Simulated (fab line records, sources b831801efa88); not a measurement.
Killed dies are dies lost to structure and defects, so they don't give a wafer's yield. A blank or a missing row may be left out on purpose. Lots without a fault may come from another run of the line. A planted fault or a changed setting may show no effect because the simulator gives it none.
fab line records | flow sky130
record lots=12 wafers=36 last_day=49
route steps=708 shown SONOS_ONO@172 VIA1@470
lots that met no fault: from a run of the same line without faults
start_h: hours from the record's first day to the start of the lot's first wafer shown | wait_h: hours since the lot's step before | " the same as in the row above | L1.1+2: a row that stands for several wafers | - no value, or no start given | * or withheld: withheld | < > ~ a bound
route shown NAME@n: a module of which the file shows steps, and the number in the route of the first | usual: mean/standard deviation of fault-free wafers | same: alike in all rows | chamber/n: place in a boat | sites: the reading at each site | _std_site: their standard deviation | _edge_site: outer sites' mean less inner sites' | radius_mm: how far each site lies from the wafer's centre | mask NAME#n: copy n | behind: the tool/chamber that last shaped the wafer | hold: why the lot was held/for how many hours/how that ended | device: the transistor (n, p or np) that didn't switch | end of line: the same wafers' tests at the end of the route | a step without rows: its recipe alone | killed: dies lost to structure and defects at the first sort, not the wafer's yield | map: a wafer's dies, x killed, . not, _ none there
set.NAME: the setting as run; set.NAME@STEP: as run at that earlier step | model.NAME: the simulator's own value behind a step, which no gauge read
steps of the route over a sample of lots; a table a step, a row a wafer
services: from which hour (start_h, from the record's first day; less than 0 if before it) a tool's chamber was out of use, for how many hours, and why
## steps
# step SKY_SONOS_ONO_CVD_04
# recipe material=SiO2 precursor=SiH4/N2O target_thk_nm=5.7199 temp_c=900 pressure_mtorr=400
# usual zone_power_upper_pct=18.0/0.62
# columns lot.wafer tool chamber start_h wait_h zone_power_upper_pct
L312.1 lpcvd-03 0 262.89 0.1 18.7
L312.2 " 0 " " 18.6
L312.3 " 0 " " 18.5
L313.1 lpcvd-03 0 266.25 0.1 18.4
L313.4 " 0 " " 18.6
L313.5 " 0 " " 18.4
L314.4 lpcvd-03 1 271.84 0.0 17.3
L314.5 " 1 " " 17.1
L314.6 " 1 " " 17.4
L315.1 lpcvd-03 1 283.75 0.1 17.0
L315.4 " 1 " " 17.1
L315.5 " 1 " " 16.9
L316.3 lpcvd-03 1 287.27 0.0 17.2
L316.5 " 1 " " 17.5
L316.6 " 1 " " 17.4
L317.1 lpcvd-03 0 297.15 0.1 18.7
L317.3 " 0 " " 18.5
L317.4 " 0 " " 18.3
L318.1 lpcvd-03 0 306.13 0.1 18.3
L318.2 " 0 " " 18.4
L318.4 " 0 " " 18.5
L319.3 lpcvd-03 0 316.85 0.0 18.4
L319.5 " 0 " " 18.3
L319.6 " 0 " " 18.6
L320.1 lpcvd-03 0 318.10 0.2 18.6
L320.3 " 0 " " 18.7
L320.5 " 0 " " 18.4
L321.1 lpcvd-03 0 324.86 0.1 18.8
L321.2 " 0 " " 18.7
L321.4 " 0 " " 18.3
L329.1 lpcvd-03 1 391.40 0.1 17.0
L329.3 " 1 " " 17.2
L329.4 " 1 " " 16.9
L330.1 lpcvd-03 0 402.03 0.1 18.4
L330.2 " 0 " " 18.5
L330.6 " 0 " " 18.4
# step SKY_SONOS_ONO_THK_MEAS_05
# recipe reads=SiO2_of_SONOS_ONO_CVD_04
# usual SONOS_ONO_CVD_04_THK=5.75/0.1
# columns lot.wafer tool chamber start_h wait_h SONOS_ONO_CVD_04_THK[nm]
L312.1 film_metro-02 - 264.14 0.0 5.97
L312.2 " - " " 5.95
L312.3 " - " " 6.03
L313.1 film_metro-01 - 267.50 0.0 5.72
L313.4 " - " " 5.82
L313.5 " - " " 5.83
L314.4 film_metro-03 - 273.12 0.0 5.75
L314.5 " - " " 5.75
L314.6 " - " " 5.78
L315.1 film_metro-02 - 285.00 0.0 5.83
L315.4 " - " " 5.86
L315.5 " - " " 5.80
L316.3 film_metro-02 - 288.54 0.0 5.73
L316.5 " - " " 5.74
L316.6 " - " " 5.71
L317.1 film_metro-03 - 298.40 0.0 5.84
L317.3 " - " " 5.71
L317.4 " - " " 5.88
L318.1 film_metro-03 - 307.38 0.0 5.98
L318.2 " - " " 5.90
L318.4 " - " " 5.98
L319.3 film_metro-01 - 318.12 0.0 5.76
L319.5 " - " " 5.77
L319.6 " - " " 5.85
L320.1 film_metro-02 - 319.35 0.0 5.73
L320.3 " - " " 5.70
L320.5 " - " " 5.86
L321.1 film_metro-01 - 326.11 0.0 5.63
L321.2 " - " " 5.71
L321.4 " - " " 5.65
L329.1 film_metro-02 - 392.65 0.0 5.44
L329.3 " - " " 5.44
L329.4 " - " " 5.48
L330.1 film_metro-02 - 403.28 0.0 5.54
L330.2 " - " " 5.40
L330.6 " - " " 5.43
# step SKY_VIA1_CD_MEAS_12
# recipe target_cd_nm=150
# usual cd_nm=150.6/1.8
# columns lot.wafer tool chamber start_h wait_h cd_nm
L312.1 cd_sem-02 - 798.50 - 148.7
L312.2 " - " " 149.3
L312.3 " - " " 150.4
L313.1 cd_sem-02 - 803.30 - 148.9
L313.4 " - " " 149.2
L313.5 " - " " 151.1
L314.4 cd_sem-02 - 808.22 - 147.7
L314.5 " - " " 147.0
L314.6 " - " " 147.9
L315.1 cd_sem-01 - 821.30 - 153.9
L315.4 " - " " 154.1
L315.5 " - " " 153.5
L316.3 cd_sem-02 - 825.55 - 149.4
L316.5 " - " " 149.0
L316.6 " - " " 150.2
L317.1 cd_sem-01 - 835.20 - 151.6
L317.3 " - " " 151.8
L317.4 " - " " 151.2
L318.1 cd_sem-01 - 845.75 - 147.2
L318.2 " - " " 149.0
L318.4 " - " " 149.4
L319.3 cd_sem-02 - 853.94 - 152.1
L319.5 " - " " 150.9
L319.6 " - " " 151.7
L320.1 cd_sem-01 - 855.75 - 148.3
L320.3 " - " " 150.0
L320.5 " - " " 150.7
L321.1 cd_sem-02 - 860.45 - 152.4
L321.2 " - " " 151.7
L321.4 " - " " 152.2
L329.1 cd_sem-01 - 922.90 - 151.2
L329.3 " - " " 149.9
L329.4 " - " " 150.0
L330.1 cd_sem-02 - 934.06 - 149.8
L330.2 " - " " 147.7
L330.6 " - " " 148.5
# step SKY_VIA1_ETCH_14
# recipe chemistry=N2/H2 target=BARC ion_energy_ev=200 source_w=500 bias_w=100 pressure_mtorr=30 n2_flow_sccm=100 h2_flow_sccm=200 stop_on=SiO2 time_s=45.9 target_depth_a=600
# usual drypump_motor_current_A=5.5/0.38 oes_product_au=0.854/0.005 rf_fwd_power_W=495.1/2.4 throttle_valve_pct=13.225/0.0079
# same time_s=45.9
# columns lot.wafer tool chamber start_h wait_h drypump_motor_current_A oes_product_au rf_fwd_power_W rf_hours_counter_h throttle_valve_pct
L312.1 rie_diel-03 0 798.65 0.0 5.8 0.846 496.5 7 13.236
L312.2 " 2 " " 5.3 0.847 494.8 9 13.229
L312.3 " 3 " " 5.3 0.855 498.0 13 13.235
L313.1 rie_diel-02 0 803.46 0.0 6.2 0.854 492.6 12 13.220
L313.4 " 3 " " 5.7 0.867 497.0 14 13.221
L313.5 " 1 " " 5.2 0.854 494.2 - 13.209
L314.4 rie_diel-02 3 808.31 0.0 5.7 0.865 496.0 14 13.212
L314.5 " 3 " " 5.7 0.863 497.0 - 13.228
L314.6 " 0 " " 6.2 0.847 496.8 - 13.240
L315.1 rie_diel-03 3 821.46 0.0 5.3 0.850 497.6 14 13.231
L315.4 " 1 " " 5.5 0.853 498.1 0 13.232
L315.5 " 0 " " 5.8 0.854 496.6 - 13.219
L316.3 rie_diel-01 0 825.66 0.0 4.9 0.850 496.6 26 13.217
L316.5 " 1 " " 5.6 0.853 490.3 - 13.221
L316.6 " 3 " " 5.5 0.846 494.8 - 13.228
L317.1 rie_diel-02 2 835.36 0.0 6.1 0.853 491.4 1 13.222
L317.3 " 0 " " 6.2 0.854 493.0 13 13.236
L317.4 " 3 " " 5.6 0.854 494.2 15 13.222
L318.1 rie_diel-03 3 845.91 0.0 5.3 0.852 498.6 14 13.226
L318.2 " 2 " " 5.3 0.857 496.9 10 13.227
L318.4 " 1 " " 5.6 0.854 493.8 1 13.236
L319.3 rie_diel-02 0 854.06 0.0 6.2 0.856 493.1 13 13.237
L319.5 " 2 " " 6.1 0.851 493.7 - 13.220
L319.6 " 1 " " 5.2 0.859 495.6 - 13.238
L320.1 rie_diel-01 0 855.91 0.0 4.9 0.858 495.3 27 13.222
L320.3 " 2 " " 6.1 0.844 496.2 1 13.224
L320.5 " 3 " " 5.5 0.853 491.6 - 13.218
L321.1 rie_diel-01 2 860.61 0.0 6.1 0.850 497.9 1 13.221
L321.2 " 3 " " 5.5 0.858 492.3 10 13.226
L321.4 " 0 " " 4.9 0.853 496.0 27 13.232
L329.1 rie_diel-02 1 923.05 0.0 5.2 0.851 492.3 11 13.232
L329.3 " 2 " " 6.1 0.850 493.4 4 13.233
L329.4 " 0 " " 6.2 0.854 491.5 16 13.221
L330.1 rie_diel-01 1 934.21 0.0 5.5 0.850 491.7 13 13.224
L330.2 " 2 " " 6.2 0.855 496.7 4 13.222
L330.6 " 0 " " 4.9 0.844 496.7 - 13.221
# step SKY_VIA1_THK_MEAS_23
# recipe thk_meas_gauge=xrf reads=W_of_VIA1_CVD_21
# usual VIA1_W_THK=263/4.5
# columns lot.wafer tool chamber start_h wait_h VIA1_W_THK[nm]
L312.1 film_metro-03 - 799.61 0.1 265
L312.2 " - " " 263
L312.3 " - " " 265
L313.1 film_metro-04 - 804.41 0.1 265
L313.4 " - " " 265
L313.5 " - " " 264
L314.4 film_metro-04 - 809.30 0.1 267
L314.5 " - " " 266
L314.6 " - " " 266
L315.1 film_metro-03 - 822.46 0.1 260
L315.4 " - " " 260
L315.5 " - " " 262
L316.3 film_metro-03 - 826.65 0.1 265
L316.5 " - " " 264
L316.6 " - " " 265
L317.1 film_metro-04 - 836.35 0.1 270
L317.3 " - " " 270
L317.4 " - " " 265
L318.1 film_metro-04 - 846.87 0.1 264
L318.2 " - " " 260
L318.4 " - " " 261
L319.3 film_metro-04 - 855.16 0.1 263
L319.5 " - " " 259
L319.6 " - " " 263
L320.1 film_metro-04 - 856.86 0.1 266
L320.3 " - " " 267
L320.5 " - " " 264
L321.1 film_metro-04 - 861.60 0.1 267
L321.2 " - " " 267
L321.4 " - " " 267
L329.1 film_metro-03 - 925.03 0.1 269
L329.3 " - " " 269
L329.4 " - " " 262
L330.1 film_metro-03 - 935.28 0.1 264
L330.2 " - " " 261
L330.6 " - " " 257
## services
# columns tool chamber start_h hours kind
rie_diel-02 3 245.53 1.6 repair
rie_diel-01 2 262.41 13.1 repair
lpcvd-03 - 345.95 1.4 repair
rie_diel-01 1 349.25 2.9 repair
rie_diel-02 3 363.21 6.3 repair
rie_diel-02 0 367.30 4.7 repair
rie_diel-01 0 397.34 2.4 repair
rie_diel-02 0 409.98 4.1 repair
rie_diel-01 - 419.25 0.8 repair
rie_diel-01 0 465.11 2.0 repair
rie_diel-02 2 465.58 2.0 repair
lpcvd-03 - 475.75 2.8 pm
rie_diel-02 2 530.49 5.6 repair
rie_diel-02 - 532.92 4.7 repair
rie_diel-02 - 584.93 14.6 pm
rie_diel-02 1 654.79 8.2 repair
rie_diel-02 0 672.54 9.5 repair
rie_diel-02 2 754.80 20.3 repair
rie_diel-02 3 766.22 14.3 repair
rie_diel-02 - 766.69 0.6 repair
rie_diel-02 - 793.79 2.9 repair
rie_diel-02 - 797.84 2.8 pm
rie_diel-02 1 819.37 5.7 repair
lpcvd-03 - 844.65 6.1 pm
## key
first_sign step=SKY_SONOS_ONO_THK_MEAS_05 reading=SONOS_ONO_CVD_04_THK direction=down sigmas=2.9 usual=5.75 struck=5.45
effect none on later readings
met_at SKY_SONOS_ONO_CVD_04
struck_lots L329,L330
tester_left_out L329,L330
not_acting_at SKY_VIA1_CD_MEAS_12,SKY_VIA1_ETCH_14,SKY_VIA1_THK_MEAS_23
onset_between 324.86 391.40
also_fits time
fault kind=process_parameter_drift tool=lpcvd-03 chamber=- onset_h=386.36 steps=SKY_SONOS_ONO_CVD_04 channel=target_thk_nm offset=-0.25368 shape=step end_h=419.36 stated=5.7199
# tester_left_out: of these lots the tester's yield and bins aren't shown, on N5 and GAA mostly nor the transistor test; their killed dies are dies lost to structure and defects alone, not to doping, threshold or leakage, so they don't give the yield
